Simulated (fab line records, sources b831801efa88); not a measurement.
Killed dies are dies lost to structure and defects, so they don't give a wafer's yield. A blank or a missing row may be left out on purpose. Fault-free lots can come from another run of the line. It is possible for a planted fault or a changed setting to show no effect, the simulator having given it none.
What tool caused it? ; flow sky130 ; 18 wafers from 6 lots sampled at 4 of the route's 708 steps

== WHAT EACH GAUGE READ, for each wafer ==
SKY_VIA2_RS_MEAS_22: measurement is done with a four-point probe.
lot;measured;on;VIA2_W_RS (ohm/sq)
L345;day 37 11:17;film-metro-02;0.2733 0.2726 0.2704
L347;day 38 18:04;film-metro-02;0.2781 0.2784 0.2789
L348;day 38 22:39;film-metro-02;0.2796 0.2774 0.2747
L353;day 39 14:44;film-metro-01;0.2761 0.2737 0.2754
L356;day 40 14:39;film-metro-01;0.2821 0.2806 0.2805
L363;day 42 14:58;film-metro-04;0.2738 0.2781 0.2743

== TOOL THAT RAN EACH LOT (tool first, then ch and the chambers of the sampled wafers, then the start) ==
lot;SKY_CONTACT_ETCH_17;SKY_METAL1_SPUTTER_02;SKY_METAL1_STRIP_20
L345;rie-diel-04 ch 0,2, day 32 16:46;pvd-sputter-01, day 32 18:17;plasma-asher-03 ch 0, day 33 21:02
L347;rie-diel-04 ch 0,1, day 34 02:16;pvd-sputter-03, day 34 03:41;plasma-asher-03 ch 0,1, day 35 06:06
L348;rie-diel-03 ch 1,2,3, day 34 05:21;pvd-sputter-01, day 34 06:47;plasma-asher-03 ch 0,1, day 35 10:53
L353;rie-diel-03 ch 1,2,3, day 34 22:28;pvd-sputter-01, day 34 23:52;plasma-asher-03 ch 0,1, day 36 03:16
L356;rie-diel-04 ch 0,1,3, day 36 02:12;pvd-sputter-03, day 36 03:36;plasma-asher-03 ch 0,1, day 37 06:39
L363;rie-diel-04 ch 1,3, day 38 05:09;pvd-sputter-03, day 38 06:40;plasma-asher-04 ch 0,1, day 39 08:14
- SKY_CONTACT_ETCH_17: etches SiO2 in C4F8/O2/Ar, stops on Si3N4, target depth 340 nm.
- SKY_METAL1_SPUTTER_02: material AlCu, target thk 250 nm, time 13.3 s.
- SKY_METAL1_STRIP_20: strips in O2/N2.

== THE ANSWER, worked out from the rows above alone ==
Rule: what is usual is taken from the lots themselves. The widest of any qualifying gaps counts: lots, ordered by their means at a reading, are off when they make up no more than a third of the lots, leave a main group of 4 or more, and stand apart from it by 3 or more times the standard deviation of that group's means. A main group is skipped when, at the precision printed for the reading in the tables above, its means are all equal. Also off: a lot with no number at a reading for which 4 or more lots have one. Any other lot the step has rows for is counted as sound.
No lot is off at any reading shown: from this, nothing can be told.

== WHAT HAD BEEN PUT IN BY THE SIMULATOR ==
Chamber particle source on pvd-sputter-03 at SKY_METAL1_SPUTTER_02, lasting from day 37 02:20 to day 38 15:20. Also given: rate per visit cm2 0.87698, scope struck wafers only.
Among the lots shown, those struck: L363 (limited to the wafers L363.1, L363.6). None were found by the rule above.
